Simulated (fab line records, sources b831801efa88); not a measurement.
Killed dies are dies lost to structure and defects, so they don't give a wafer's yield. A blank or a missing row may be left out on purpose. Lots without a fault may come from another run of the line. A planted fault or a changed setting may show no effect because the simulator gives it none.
Which tool did it? | flow sky130 | 12 lots, 36 wafers sampled, at 2 steps of a route of 708

WHAT THE GAUGES READ, wafer by wafer
SKY_RES_PROTECT_TW_MEAS_08.
lot  | measured     | on            | POLY_GATE_TW
L075 | day 15 16:27 | film_metro-03 | 3999 4005 3972
L077 | day 16 04:56 | film_metro-04 | 4098 4105 4110
L079 | day 16 20:05 | film_metro-01 | 4087 4092 4085
L081 | day 17 13:55 | film_metro-01 | 4053 4059 4064
L083 | day 18 09:17 | film_metro-04 | 4116 4113 4114
L085 | day 19 01:23 | film_metro-04 | 4062 4079 4062
L087 | day 19 23:20 | film_metro-03 | 4015 4023 4016
L089 | day 20 17:39 | film_metro-04 | 4070 4076 4078
L091 | day 21 13:27 | film_metro-01 | 4066 4042 4051
L093 | day 22 01:38 | film_metro-03 | 4028 4054 4037
L095 | day 22 18:16 | film_metro-04 | 4114 4094 4129
L097 | day 23 04:17 | film_metro-04 | 4053 4041 4056

WHICH TOOL RAN EACH LOT (tool, then ch and the chambers of the sampled wafers, then the start)
lot  | SKY_VT_ADJUST_HVTR_STRIP_10
L075 | plasma_asher-04 ch 0,1, day 9 23:17
L077 | plasma_asher-01 ch 0,1, day 10 07:53
L079 | plasma_asher-03 ch 0,1, day 10 23:32
L081 | plasma_asher-01 ch 0,1, day 11 12:23
L083 | plasma_asher-03 ch 0,1, day 12 04:56
L085 | plasma_asher-03 ch 0,1, day 12 17:23
L087 | plasma_asher-04 ch 0,1, day 13 09:38
L089 | plasma_asher-03 ch 0,1, day 13 23:50
L091 | plasma_asher-03 ch 0,1, day 14 17:46
L093 | plasma_asher-04 ch 0,1, day 15 06:23
L095 | plasma_asher-04 ch 0,1, day 15 22:08
L097 | plasma_asher-03 ch 0,1, day 16 09:26
- SKY_VT_ADJUST_HVTR_STRIP_10: strips in O2/N2.

THE ANSWER, worked out from the rows above alone
Rule: what is usual is taken from the lots themselves. Put in order of their means at a reading, lots are off if they are a third of the lots or fewer, leave a main group of 4 or more, and stand apart from it by a gap of 3 or more times the standard deviation of the main group's means; of several such gaps the widest counts. A main group whose means are all the same, to the digits that the tables above print for the reading, isn't used. A lot without any number at a reading at which 4 lots or more have one is off too. The other lots that the step has rows for count as sound.
No lot is off at any reading shown: from this, nothing can be told.

WHAT THE SIMULATOR HAD PUT IN
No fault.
